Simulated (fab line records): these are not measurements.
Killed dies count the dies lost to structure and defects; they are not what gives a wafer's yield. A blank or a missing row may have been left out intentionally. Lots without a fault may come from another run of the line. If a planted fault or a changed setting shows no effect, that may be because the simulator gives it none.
Chamber matching + flow sky130 + cmp-02 running SKY_VIA3_CMP_02: 4 sister chambers
The step polishes SiO2. 18 wafers are shown with their chamber, then 9 later ones without.

WAFERS, EACH WITH ITS CHAMBER
| wafer  | chamber | motor current A (A) | slurry flow ml min |
|--------|---------|---------------------|--------------------|
| L607.1 | 3       | 11.9                | 150.2              |
| L607.3 | 2       | 13.1                | 150.1              |
| L607.5 | 1       | 13.8                | 149.9              |
| L610.3 | 0       | 11.5                | 150.1              |
| L610.5 | 3       | 11.6                | 150.0              |
| L610.6 | 2       | 13.2                | 150.1              |
| L612.3 | 0       | 11.2                | 149.7              |
| L612.4 | 2       | 13.1                | 150.0              |
| L612.6 | 1       | 13.2                | 149.6              |
| L613.2 | 2       | 12.9                | 150.2              |
| L613.3 | 3       | 11.5                | 150.5              |
| L613.6 | 1       | 13.0                | 149.6              |
| L614.1 | 0       | 11.6                | 150.8              |
| L614.5 | 0       | 11.8                | 150.2              |
| L614.6 | 1       | 12.8                | 150.6              |
| L615.1 | 3       | 12.3                | 149.0              |
| L615.2 | 1       | 12.8                | 150.2              |
| L615.4 | 0       | 11.4                | 149.9              |

SIGNATURES (averages over the wafers above)
| reading            | chamber 0 | chamber 1 | chamber 2 | chamber 3 | scatter within a chamber |
|--------------------|-----------|-----------|-----------|-----------|--------------------------|
| motor current A    | 11.500    | 13.120    | 13.075    | 11.825    | 0.307                    |
| slurry flow ml min | 150.140   | 149.980   | 150.100   | 149.925   | 0.44                     |
Rule: for each reading, subtract the chamber's mean from the wafer's reading, divide by that reading's scatter and square the result; add these up over the readings and take the root, which gives the wafer's distance from the chamber. The wafer belongs to the nearest chamber; if the next one is less than 2 further off, it can't be placed. The scatter is the square root of a quotient: the sum, over the shown wafers, of each reading's squared deviation from its chamber's mean, divided by wafers minus chambers.

WAFERS MISSING THEIR CHAMBER
| wafer  | motor current A (A) | slurry flow ml min |
|--------|---------------------|--------------------|
| L623.1 | 13.6                | 150.5              |
| L623.3 | 11.4                | 150.9              |
| L623.4 | 11.9                | 149.6              |
| L627.1 | 13.6                | 149.9              |
| L627.2 | 12.3                | 149.9              |
| L627.5 | 13.1                | 150.2              |
| L629.1 | 11.5                | 150.0              |
| L629.4 | 13.0                | 149.7              |
| L629.6 | 12.1                | 150.2              |

WHICH CHAMBER EACH WENT THROUGH
| wafer  | from the rows above               | in truth |
|--------|-----------------------------------|----------|
| L623.1 | can't be placed: 2 or 1           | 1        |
| L623.3 | can't be placed: 0 or 3           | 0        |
| L623.4 | can't be placed: 3 or 0           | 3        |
| L627.1 | can't be placed: 1 or 2           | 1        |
| L627.2 | can't be placed: 3 or 2 or 0 or 1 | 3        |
| L627.5 | can't be placed: 2 or 1           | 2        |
| L629.1 | can't be placed: 0 or 3           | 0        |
| L629.4 | can't be placed: 1 or 2           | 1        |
| L629.6 | can't be placed: 3 or 0           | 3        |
0 of 9 placed correctly. Can't be placed from these rows: 9 (the true chamber is among the candidates in 9). Wrongly placed: 0.
